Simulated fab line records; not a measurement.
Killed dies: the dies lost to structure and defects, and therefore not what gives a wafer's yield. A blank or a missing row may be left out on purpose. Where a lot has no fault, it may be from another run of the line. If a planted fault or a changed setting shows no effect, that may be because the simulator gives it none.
fab line records + flow sky130
record:
- lots: 7
- wafers: 21
- lastDay: 49
route steps=708 shown VT_ADJUST_LVTN@116 VT_ADJUST_NCORE@119 VT_ADJUST_HVTR@131 PAD_OPEN@708
lots with no fault: from the same line, run without faults
startH: hours from the record's opening day to when the first of the lot's shown wafers began + waitH: hours elapsed since this lot's preceding step + " as in the row above + L1.1+2: one row covering several wafers at once + - either no value or no given start + * or withheld: withheld + < > ~ a bound
route shown NAME@n: names a module that has steps shown in the file, with the first one's number in the route + usual: mean/standard deviation of fault-free wafers + same: alike in all rows + chamber/n: place in a boat + sites: readings site by site + _std_site: how widely they spread, as a standard deviation + _edge_site: outer sites' mean less inner sites' + radiusMm: how far each site lies from the wafer's centre + mask NAME#n: copy n + behind: the tool/chamber that last shaped the wafer + hold: why the lot was held/for how many hours/how that ended + device: which transistor (n, p or np) failed to switch + end of line: the route-end tests of the same wafers + a step given without rows: its recipe and nothing more + killed: count of dies lost to structure and defects at first sort (not the wafer's yield) + map: per-die view of a wafer (x killed, . not killed, _ where there is no die)
set.NAME: the setting that was run; set.NAME@STEP: the one run at that earlier step + model.NAME: the simulator's own value behind a step, which no gauge read
a table for each step, a row for each wafer; lots at some steps of the route
services: a tool's chamber out of use, with start hour (startH, from the record's first day; less than 0 if before it), hours out, and reason
== steps ==
step: SKY_VT_ADJUST_LVTN_IMPLANT_19
recipe:
- species: B
- energyKev: 30
- doseCm2: 6.5e+11
- tiltDeg: withheld
step: SKY_VT_ADJUST_LVTN_STRIP_20
recipe:
- chemistry: O2/N2
- powerW: 1400
- pressureMtorr: 1500
- platenTempC: withheld
- o2FlowSccm: 3000
- n2FlowSccm: 300
- overashFraction: 0.5
usual:
- drypumpMotorCurrentA: 5.9/0.58
- n2FlowSccm: 300.0/0.91
- o2FlowSccm: 2999/9.5
- oesProductAu: 0.715/0.0051
- stripTimeToEndpointS: 14.17/0.035
| lot.wafer | tool           | chamber | startH | waitH | drypumpMotorCurrentA | n2FlowSccm | o2FlowSccm | oesProductAu | rfHoursCounterH | stripTimeToEndpointS |
|-----------|----------------|---------|--------|-------|----------------------|------------|------------|--------------|-----------------|----------------------|
| L893.1    | plasmaAsher-04 | 0       | 175.13 | 0.1   | 6.6                  | 299.2      | 3012       | 0.710        | 36              | 14.12                |
| L893.3    | "              | 1       | "      | "     | 5.8                  | 300.6      | 2999       | 0.716        | -               | 14.13                |
| L893.4    | "              | 0       | "      | "     | 6.6                  | 299.4      | 3006       | 0.699        | -               | 14.13                |
| L895.2    | plasmaAsher-03 | 1       | 183.33 | 0.1   | 5.7                  | 299.9      | 2991       | 0.709        | 49              | 14.18                |
| L895.4    | "              | 0       | "      | "     | 6.3                  | 298.5      | 3006       | 0.717        | -               | 14.15                |
| L895.6    | "              | 0       | "      | "     | 6.3                  | 298.7      | 3007       | 0.719        | -               | 14.20                |
| L901.3    | plasmaAsher-01 | 1       | 224.54 | 0.1   | 6.3                  | 299.4      | 3009       | 0.719        | -               | 14.10                |
| L901.4    | "              | 0       | "      | "     | 4.9                  | 300.1      | 2985       | 0.706        | -               | 14.17                |
| L901.6    | "              | 1       | "      | "     | 6.3                  | 301.2      | 3007       | 0.728        | -               | 14.19                |
| L903.1    | plasmaAsher-04 | 1       | 240.63 | 0.1   | 5.7                  | 299.3      | 2990       | 0.717        | 43              | 14.09                |
| L903.4    | "              | 1       | "      | "     | 5.7                  | 299.4      | 3012       | 0.716        | -               | 14.15                |
| L903.6    | "              | 0       | "      | "     | 6.6                  | 298.9      | 2990       | 0.710        | -               | 14.11                |
| L906.1    | plasmaAsher-04 | 1       | 260.28 | 0.1   | 5.7                  | 300.1      | 3005       | 0.721        | 45              | 14.08                |
| L906.4    | "              | 0       | "      | "     | 6.6                  | 298.3      | 2993       | 0.723        | -               | 14.09                |
| L906.5    | "              | 0       | "      | "     | 6.6                  | 298.2      | 2999       | 0.716        | -               | 14.11                |
| L909.3    | plasmaAsher-01 | 1       | 281.82 | 0.1   | 6.3                  | 300.3      | 3005       | 0.708        | -               | 14.19                |
| L909.5    | "              | 0       | "      | "     | 4.9                  | 299.9      | 2994       | 0.709        | -               | 14.19                |
| L909.6    | "              | 1       | "      | "     | 6.3                  | 300.9      | 2991       | 0.725        | -               | 14.17                |
| L911.1    | plasmaAsher-04 | 0       | 301.10 | 0.1   | 6.6                  | 299.8      | 3013       | 0.708        | 49              | 14.17                |
| L911.2    | "              | 1       | "      | "     | 5.7                  | 300.1      | 3012       | 0.707        | 49              | 14.21                |
| L911.4    | "              | 1       | "      | "     | 5.8                  | 300.3      | 3011       | 0.713        | -               | 14.18                |
step: SKY_VT_ADJUST_LVTN_TW_MEAS_21
usual:
- VT_ADJUST_LVTN_2_TW: 188.1/2.1
| lot.wafer | tool         | chamber | startH | waitH | VT_ADJUST_LVTN_2_TW |
|-----------|--------------|---------|--------|-------|---------------------|
| L893.1    | filmMetro-01 | -       | 175.23 | 0.1   | 185.4               |
| L893.3    | "            | -       | "      | "     | 186.8               |
| L893.4    | "            | -       | "      | "     | 184.7               |
| L895.2    | filmMetro-04 | -       | 183.44 | 0.1   | 190.4               |
| L895.4    | "            | -       | "      | "     | 190.2               |
| L895.6    | "            | -       | "      | "     | 189.7               |
| L901.3    | filmMetro-01 | -       | 224.62 | 0.1   | 185.2               |
| L901.4    | "            | -       | "      | "     | 184.4               |
| L901.6    | "            | -       | "      | "     | 184.3               |
| L903.1    | filmMetro-02 | -       | 240.73 | 0.1   | 188.3               |
| L903.4    | "            | -       | "      | "     | 189.5               |
| L903.6    | "            | -       | "      | "     | 189.1               |
| L906.1    | filmMetro-04 | -       | 260.38 | 0.1   | 190.4               |
| L906.4    | "            | -       | "      | "     | 190.8               |
| L906.5    | "            | -       | "      | "     | 191.3               |
| L909.3    | filmMetro-04 | -       | 281.90 | 0.1   | 190.1               |
| L909.5    | "            | -       | "      | "     | 188.3               |
| L909.6    | "            | -       | "      | "     | 189.6               |
| L911.1    | filmMetro-02 | -       | 301.20 | 0.1   | 188.8               |
| L911.2    | "            | -       | "      | "     | 189.2               |
| L911.4    | "            | -       | "      | "     | 189.0               |
step: SKY_VT_ADJUST_NCORE_DEHYDRATE_00
recipe:
- tempC: 200
- timeS: 60
step: SKY_VT_ADJUST_NCORE_HMDS_01
recipe:
- primeTimeS: 60
- primeTempC: 120
step: SKY_VT_ADJUST_NCORE_COAT_02
recipe:
- resist: NOVOLAK
- spinRpm: 3000
- resistThkNm: 1140
step: SKY_VT_ADJUST_NCORE_SOFTBAKE_03
recipe:
- tempC: 90
- timeS: 60
- resist: NOVOLAK
step: SKY_VT_ADJUST_NCORE_EXPOSE_04
recipe:
- maskId: LVTN_COMPLEMENT_THIN
- na: 0.6
- sourceShape: conventional
- sigmaOuter: 0.6
- polarization: unpolarized
- targetCdNm: 380
- doseMj: 139
step: SKY_VT_ADJUST_NCORE_PEB_05
recipe:
- tempC: withheld
- timeS: *
- resist: NOVOLAK
step: SKY_VT_ADJUST_NCORE_DEVELOP_06
recipe:
- resist: NOVOLAK
- developer: TMAH
- developTimeS: 60
- devTempC: 23
step: SKY_VT_ADJUST_NCORE_CD_MEAS_07
recipe:
- targetCdNm: 380
usual:
- cdNm: 379.4/1.9
| lot.wafer | tool     | chamber | startH | waitH | cdNm  |
|-----------|----------|---------|--------|-------|-------|
| L893.1    | cdSem-01 | -       | 195.24 | 0.1   | 379.2 |
| L893.3    | "        | -       | "      | "     | 378.9 |
| L893.4    | "        | -       | "      | "     | 378.1 |
| L895.2    | cdSem-02 | -       | 203.72 | 0.1   | 379.3 |
| L895.4    | "        | -       | "      | "     | 380.7 |
| L895.6    | "        | -       | "      | "     | 382.2 |
| L901.3    | cdSem-02 | -       | 247.99 | 0.1   | 380.4 |
| L901.4    | "        | -       | "      | "     | 381.8 |
| L901.6    | "        | -       | "      | "     | 378.6 |
| L903.1    | cdSem-01 | -       | 264.54 | 0.1   | 379.7 |
| L903.4    | "        | -       | "      | "     | 380.6 |
| L903.6    | "        | -       | "      | "     | 382.0 |
| L906.1    | cdSem-01 | -       | 284.74 | 0.1   | 379.1 |
| L906.4    | "        | -       | "      | "     | 378.1 |
| L906.5    | "        | -       | "      | "     | 379.1 |
| L909.3    | cdSem-02 | -       | 306.24 | 0.1   | 379.3 |
| L909.5    | "        | -       | "      | "     | 379.7 |
| L909.6    | "        | -       | "      | "     | 380.0 |
| L911.1    | cdSem-01 | -       | 327.60 | 0.1   | 377.4 |
| L911.2    | "        | -       | "      | "     | 379.4 |
| L911.4    | "        | -       | "      | "     | 381.4 |
step: SKY_VT_ADJUST_NCORE_OVL_MEAS_08
usual:
- VT_ADJUST_NCORE_OVL: 1.6/1.7
| lot.wafer | tool       | chamber | startH | waitH | VT_ADJUST_NCORE_OVL[nm] |
|-----------|------------|---------|--------|-------|-------------------------|
| L893.1    | overlay-01 | -       | 195.36 | 0.1   | 1.3                     |
| L893.3    | "          | -       | "      | "     | 3.9                     |
| L893.4    | "          | -       | "      | "     | 4.8                     |
| L895.2    | overlay-02 | -       | 203.82 | 0.1   | -1.2                    |
| L895.4    | "          | -       | "      | "     | -0.3                    |
| L895.6    | "          | -       | "      | "     | -1.5                    |
| L901.3    | overlay-01 | -       | 248.08 | 0.1   | 0.0                     |
| L901.4    | "          | -       | "      | "     | -0.8                    |
| L901.6    | "          | -       | "      | "     | -0.9                    |
| L903.1    | overlay-02 | -       | 264.66 | 0.1   | 4.5                     |
| L903.4    | "          | -       | "      | "     | 3.1                     |
| L903.6    | "          | -       | "      | "     | 2.9                     |
| L906.1    | overlay-01 | -       | 284.86 | 0.1   | 1.7                     |
| L906.4    | "          | -       | "      | "     | 2.0                     |
| L906.5    | "          | -       | "      | "     | 2.7                     |
| L909.3    | overlay-02 | -       | 306.33 | 0.1   | 2.6                     |
| L909.5    | "          | -       | "      | "     | 0.5                     |
| L909.6    | "          | -       | "      | "     | 2.3                     |
| L911.1    | overlay-01 | -       | 327.72 | 0.1   | 1.3                     |
| L911.2    | "          | -       | "      | "     | 2.8                     |
| L911.4    | "          | -       | "      | "     | 3.3                     |
step: SKY_VT_ADJUST_NCORE_IMPLANT_09
recipe:
- species: B
- energyKev: 10
- doseCm2: 2.4e+12
- tiltDeg: withheld
usual:
- beamEnergyKeV: 9.9997/0.0027
| lot.wafer | tool         | chamber | startH | waitH | beamEnergyKeV |
|-----------|--------------|---------|--------|-------|---------------|
| L893.1    | implanter-03 | 0       | 195.40 | 0.0   | 9.9955        |
| L893.3    | "            | 0       | "      | "     | 9.9964        |
| L893.4    | "            | 0       | "      | "     | 9.9997        |
| L895.2    | implanter-01 | 0       | 203.88 | 0.0   | 9.9984        |
| L895.4    | "            | 0       | "      | "     | 9.9997        |
| L895.6    | "            | 0       | "      | "     | 9.9979        |
| L901.3    | implanter-04 | 0       | 248.15 | 0.1   | 10.001        |
| L901.4    | "            | 0       | "      | "     | 9.9994        |
| L901.6    | "            | 0       | "      | "     | 10.0000       |
| L901.3    | implanter-04 | 0       | 248.47 | 0.3   | 10.000        |
| L901.4    | "            | 0       | "      | "     | 9.9984        |
| L901.6    | "            | 0       | "      | "     | 9.9977        |
| L903.1    | implanter-03 | 0       | 264.70 | 0.0   | 10.003        |
| L903.4    | "            | 0       | "      | "     | 9.9961        |
| L903.6    | "            | 0       | "      | "     | 10.005        |
| L906.1    | implanter-03 | 0       | 284.90 | 0.0   | 9.9995        |
| L906.4    | "            | 0       | "      | "     | 9.9974        |
| L906.5    | "            | 0       | "      | "     | 10.003        |
| L909.3    | implanter-04 | 0       | 306.40 | 0.1   | 9.9985        |
| L909.5    | "            | 0       | "      | "     | 10.000        |
| L909.6    | "            | 0       | "      | "     | 9.9949        |
| L909.3    | implanter-04 | 0       | 306.72 | 0.3   | 10.002        |
| L909.5    | "            | 0       | "      | "     | 9.9975        |
| L909.6    | "            | 0       | "      | "     | 9.9980        |
| L911.1    | implanter-04 | 0       | 327.75 | 0.0   | 10.003        |
| L911.2    | "            | 0       | "      | "     | 9.9995        |
| L911.4    | "            | 0       | "      | "     | 10.000        |
| L911.1    | implanter-04 | 0       | 328.07 | 0.3   | 10.001        |
| L911.2    | "            | 0       | "      | "     | 9.9983        |
| L911.4    | "            | 0       | "      | "     | 9.9960        |
step: SKY_VT_ADJUST_NCORE_STRIP_10
recipe:
- chemistry: O2/N2
- powerW: 1400
- pressureMtorr: 1500
- platenTempC: withheld
- o2FlowSccm: 3000
- n2FlowSccm: 300
- overashFraction: 0.5
usual:
- drypumpMotorCurrentA: 6.0/0.4
- n2FlowSccm: 300.0/0.97
- o2FlowSccm: 3000/13
- oesProductAu: 0.716/0.0049
- stripTimeToEndpointS: 14.19/0.038
| lot.wafer | tool           | chamber | startH | waitH | drypumpMotorCurrentA | n2FlowSccm | o2FlowSccm | oesProductAu | rfHoursCounterH | stripTimeToEndpointS |
|-----------|----------------|---------|--------|-------|----------------------|------------|------------|--------------|-----------------|----------------------|
| L893.1    | plasmaAsher-04 | 0       | 195.55 | 0.1   | 6.6                  | 300.1      | 3002       | 0.719        | 39              | 14.19                |
| L893.3    | "              | 1       | "      | "     | 5.8                  | 300.0      | 2997       | 0.708        | -               | 14.19                |
| L893.4    | "              | 0       | "      | "     | 6.7                  | 300.8      | 3013       | 0.718        | -               | 14.16                |
| L895.2    | plasmaAsher-02 | 0       | 204.00 | 0.1   | 5.9                  | 299.5      | 3019       | 0.708        | 7               | 14.30                |
| L895.4    | "              | 1       | "      | "     | 5.5                  | 299.3      | 3000       | 0.722        | -               | 14.29                |
| L895.6    | "              | 0       | "      | "     | 5.9                  | 302.4      | 2996       | 0.718        | -               | 14.27                |
| L901.3    | plasmaAsher-03 | 0       | 248.60 | 0.1   | 6.3                  | 298.9      | 3011       | 0.722        | -               | 14.23                |
| L901.4    | "              | 1       | "      | "     | 5.7                  | 300.2      | 3001       | 0.708        | -               | 14.18                |
| L901.6    | "              | 0       | "      | "     | 6.3                  | 299.7      | 3009       | 0.719        | -               | 14.18                |
| L903.1    | plasmaAsher-02 | 0       | 264.85 | 0.1   | 5.9                  | 301.9      | 2989       | 0.717        | 13              | 14.14                |
| L903.4    | "              | 0       | "      | "     | 5.9                  | 300.9      | 2983       | 0.716        | -               | 14.14                |
| L903.6    | "              | 0       | "      | "     | 5.9                  | 300.4      | 3000       | 0.720        | -               | 14.09                |
| L906.1    | plasmaAsher-02 | 1       | 285.05 | 0.1   | 5.5                  | 298.8      | 2993       | 0.713        | 15              | 14.19                |
| L906.4    | "              | 1       | "      | "     | 5.5                  | 299.0      | 2979       | 0.719        | -               | 14.18                |
| L906.5    | "              | 1       | "      | "     | 5.5                  | 299.3      | 2988       | 0.719        | -               | 14.23                |
| L909.3    | plasmaAsher-02 | 0       | 306.85 | 0.1   | 5.9                  | 300.5      | 3006       | 0.715        | -               | 14.16                |
| L909.5    | "              | 0       | "      | "     | 5.9                  | 299.6      | 3001       | 0.722        | -               | 14.19                |
| L909.6    | "              | 1       | "      | "     | 5.5                  | 299.7      | 3013       | 0.725        | -               | 14.16                |
| L911.1    | plasmaAsher-04 | 1       | 328.22 | 0.1   | 5.8                  | 299.7      | 3007       | 0.721        | 50              | 14.17                |
| L911.2    | "              | 0       | "      | "     | 6.6                  | 301.0      | 3015       | 0.712        | 50              | 14.19                |
| L911.4    | "              | 0       | "      | "     | 6.6                  | 299.7      | 2990       | 0.716        | -               | 14.17                |
step: SKY_VT_ADJUST_NCORE_TW_MEAS_11
usual:
- VT_ADJUST_NCORE_TW: 221.3/1.3
| lot.wafer | tool         | chamber | startH | waitH | VT_ADJUST_NCORE_TW |
|-----------|--------------|---------|--------|-------|--------------------|
| L893.1    | filmMetro-03 | -       | 195.65 | 0.1   | 221.2              |
| L893.3    | "            | -       | "      | "     | 221.7              |
| L893.4    | "            | -       | "      | "     | 220.0              |
| L895.2    | filmMetro-03 | -       | 204.11 | 0.1   | 222.5              |
| L895.4    | "            | -       | "      | "     | 221.2              |
| L895.6    | "            | -       | "      | "     | 221.2              |
| L901.3    | filmMetro-03 | -       | 248.69 | 0.1   | 268.9              |
| L901.4    | "            | -       | "      | "     | 269.1              |
| L901.6    | "            | -       | "      | "     | 268.2              |
| L903.1    | filmMetro-03 | -       | 264.95 | 0.1   | 223.8              |
| L903.4    | "            | -       | "      | "     | 221.5              |
| L903.6    | "            | -       | "      | "     | 222.0              |
| L906.1    | filmMetro-03 | -       | 285.15 | 0.1   | 221.2              |
| L906.4    | "            | -       | "      | "     | 222.7              |
| L906.5    | "            | -       | "      | "     | 222.7              |
| L909.3    | filmMetro-02 | -       | 306.94 | 0.1   | 269.3              |
| L909.5    | "            | -       | "      | "     | 268.1              |
| L909.6    | "            | -       | "      | "     | 267.9              |
| L911.1    | filmMetro-04 | -       | 328.32 | 0.1   | 273.5              |
| L911.2    | "            | -       | "      | "     | 272.7              |
| L911.4    | "            | -       | "      | "     | 272.4              |
step: SKY_VT_ADJUST_HVTR_DEHYDRATE_00
recipe:
- tempC: 200
- timeS: 60
step: SKY_PAD_OPEN_PROBE_99
usual:
- killed_at_M0_to_M3: 44/7.2
- killed_at_M4_up: 3.4/2.1
- killedAtContacts: 24/5.5
- killedAtFrontEnd: 15/4.6
- killedAtOther: 0.4/0.64
- killedDies: 86/9.1
- killedOpen: 47/7.5
- killedShort: 39/5.8
same:
- grossDies: 492
- killedAtBackSide: 0
| lot.wafer | tool      | chamber | startH  | waitH | killed_at_M0_to_M3 | killed_at_M4_up | killedAtContacts | killedAtFrontEnd | killedAtOther | killedDies | killedOpen | killedShort |
|-----------|-----------|---------|---------|-------|--------------------|-----------------|------------------|------------------|---------------|------------|------------|-------------|
| L893.1    | prober-01 | -       | 1089.68 | 0.1   | 40                 | 4               | 21               | 12               | 0             | 77         | 43         | 34          |
| L893.3    | prober-01 | -       | 1089.78 | 0.2   | 35                 | 3               | 29               | 27               | 0             | 94         | 49         | 45          |
| L893.4    | prober-01 | -       | 1089.83 | 0.2   | 50                 | 3               | 20               | 19               | 0             | 92         | 49         | 43          |
| L903.1    | prober-02 | -       | 1150.81 | 0.1   | 60                 | 2               | 16               | 15               | 0             | 93         | 49         | 44          |
| L903.4    | prober-02 | -       | 1150.96 | 0.2   | 49                 | 1               | 28               | 23               | 1             | 102        | 63         | 39          |
| L903.6    | prober-02 | -       | 1151.06 | 0.2   | 48                 | 5               | 16               | 12               | 0             | 81         | 42         | 39          |
| L906.1    | prober-01 | -       | 1155.61 | 0.1   | 40                 | 2               | 17               | 20               | 0             | 79         | 37         | 42          |
| L906.4    | prober-01 | -       | 1155.76 | 0.2   | 45                 | 11              | 19               | 22               | 0             | 97         | 54         | 43          |
| L906.5    | prober-01 | -       | 1155.81 | 0.2   | 53                 | 7               | 31               | 17               | 0             | 108        | 67         | 41          |
| L911.1    | prober-01 | -       | 1186.34 | 0.1   | 46                 | 3               | 27               | 9                | 0             | 85         | 51         | 34          |
| L911.2    | prober-01 | -       | 1186.39 | 0.1   | 44                 | 5               | 28               | 12               | 0             | 89         | 48         | 41          |
| L911.4    | prober-01 | -       | 1186.49 | 0.2   | 42                 | 4               | 30               | 14               | 0             | 90         | 50         | 40          |
killed by level:class
L893.1 CONTACT:geometricParticle:open=10 LI_CONTACT:geometricParticle:open=6 VIA1:geometricParticle:open=6 VIA3:geometricParticle:open=6 FIELD_ISO:geometricParticle:open=4 POLY_GATE:geometricParticle:short=4 METAL1:geometricParticle:short=4 VIA1:geometricParticle:short=4
L893.3 CONTACT:geometricParticle:short=10 METAL1:geometricParticle:short=8 CONTACT:geometricParticle:open=8 FIELD_ISO:geometricParticle:short=7 POLY_GATE:geometricParticle:open=7 LI_CONTACT:geometricParticle:open=7 VIA1:geometricParticle:open=7 VIA3:geometricParticle:open=6
L893.4 VIA3:geometricParticle:open=12 VIA1:geometricParticle:open=10 METAL1:geometricParticle:short=7 METAL2:geometricParticle:short=7 POLY_GATE:geometricParticle:short=6 CONTACT:geometricParticle:open=6 LI_CONTACT:geometricParticle:open=5 VIA2:geometricParticle:open=5
L903.1 VIA1:geometricParticle:open=13 VIA2:geometricParticle:open=8 METAL2:geometricParticle:short=7 VIA3:geometricParticle:open=7 VIA1:geometricParticle:short=6 LOCAL_INTERCONNECT:geometricParticle:short=5 CONTACT:geometricParticle:open=5 METAL1:geometricParticle:short=5
L903.4 VIA1:geometricParticle:open=12 CONTACT:geometricParticle:open=12 VIA3:geometricParticle:open=8 VIA1:geometricParticle:short=8 VIA2:geometricParticle:open=8 FIELD_ISO:geometricParticle:open=5 LI_CONTACT:geometricParticle:open=5 LOCAL_INTERCONNECT:geometricParticle:short=5
L903.6 METAL2:geometricParticle:short=11 VIA1:geometricParticle:open=8 VIA2:geometricParticle:open=8 VIA3:geometricParticle:open=6 CONTACT:geometricParticle:open=6 FIELD_ISO:geometricParticle:short=4 METAL1:geometricParticle:short=4 POLY_GATE:geometricParticle:short=3
L906.1 VIA3:geometricParticle:open=9 POLY_GATE:geometricParticle:open=7 CONTACT:geometricParticle:short=6 VIA1:geometricParticle:open=6 CONTACT:geometricParticle:open=5 METAL1:geometricParticle:short=5 METAL2:geometricParticle:short=5 POLY_GATE:geometricParticle:short=4
L906.4 VIA1:geometricParticle:open=13 VIA2:geometricParticle:open=8 FIELD_ISO:geometricParticle:short=7 METAL4:geometricParticle:short=7 METAL3:geometricParticle:short=6 FIELD_ISO:geometricParticle:open=6 METAL1:geometricParticle:short=5 POLY_GATE:geometricParticle:open=4
L906.5 LI_CONTACT:geometricParticle:open=13 VIA1:geometricParticle:open=13 CONTACT:geometricParticle:open=7 VIA3:geometricParticle:open=7 CONTACT:geometricParticle:short=6 METAL1:geometricParticle:short=6 FIELD_ISO:geometricParticle:open=5 VIA2:geometricParticle:open=5
L911.1 VIA1:geometricParticle:open=13 CONTACT:geometricParticle:open=12 METAL1:geometricParticle:short=9 VIA2:geometricParticle:open=8 LI_CONTACT:geometricParticle:open=5 LOCAL_INTERCONNECT:geometricParticle:short=4 CONTACT:geometricParticle:short=4 METAL3:geometricParticle:short=4
L911.2 LI_CONTACT:geometricParticle:open=9 METAL2:geometricParticle:short=9 CONTACT:geometricParticle:short=8 CONTACT:geometricParticle:open=7 VIA1:geometricParticle:open=6 VIA3:geometricParticle:short=6 VIA2:geometricParticle:open=6 METAL1:geometricParticle:short=5
L911.4 LI_CONTACT:geometricParticle:open=8 VIA2:geometricParticle:open=8 VIA1:geometricParticle:open=7 LI_CONTACT:geometricParticle:short=6 CONTACT:geometricParticle:open=6 VIA1:geometricParticle:short=6 VIA3:geometricParticle:open=6 FIELD_ISO:geometricParticle:open=5
== services ==
| tool           | chamber | startH | hours | kind   |
|----------------|---------|--------|-------|--------|
| plasmaAsher-01 | -       | 155.11 | 2.7   | repair |
| plasmaAsher-02 | -       | 174.10 | 14.6  | pm     |
| plasmaAsher-04 | -       | 189.10 | 0.4   | repair |
| plasmaAsher-03 | -       | 195.35 | 0.7   | repair |
| implanter-04   | -       | 198.92 | 2.8   | repair |
| implanter-04   | -       | 218.14 | 5.3   | pm     |
| implanter-03   | -       | 235.24 | 5.6   | repair |
| plasmaAsher-03 | -       | 270.16 | 0.9   | repair |
| plasmaAsher-01 | -       | 271.65 | 1.9   | repair |
| implanter-04   | -       | 282.72 | 1.0   | repair |
| plasmaAsher-02 | -       | 298.03 | 3.2   | repair |
| implanter-01   | -       | 299.16 | 11.1  | repair |
| plasmaAsher-04 | -       | 309.79 | 17.7  | repair |
| plasmaAsher-01 | -       | 311.27 | 0.5   | repair |
| implanter-01   | -       | 320.94 | 1.7   | repair |
== key ==
firstSign:
- step: SKY_VT_ADJUST_NCORE_IMPLANT_09
- reading: visit
- direction: added
effect:
- step: SKY_VT_ADJUST_NCORE_TW_MEAS_11
- reading: VT_ADJUST_NCORE_TW
- direction: up
- sigmas: 37
- usual: 221.3
- struck: 270.0
metAt SKY_VT_ADJUST_NCORE_IMPLANT_09
struckWafers L901.3,L901.4,L901.6,L909.3,L909.5,L909.6,L911.1,L911.2,L911.4
testerLeftOut L901,L909,L911
fault:
- kind: repeatedStepWhole
- tool: implanter-01,implanter-03,implanter-04
- chamber: -
- onsetH: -
- steps: SKY_VT_ADJUST_NCORE_IMPLANT_09
- times: 1
- scope: struckLotsOnly
testerLeftOut: of these lots the tester's yield and bins aren't shown, on N5 and GAA mostly nor the transistor test; their killed dies are dies lost to structure and defects alone, not to doping, threshold or leakage, so they don't give the yield
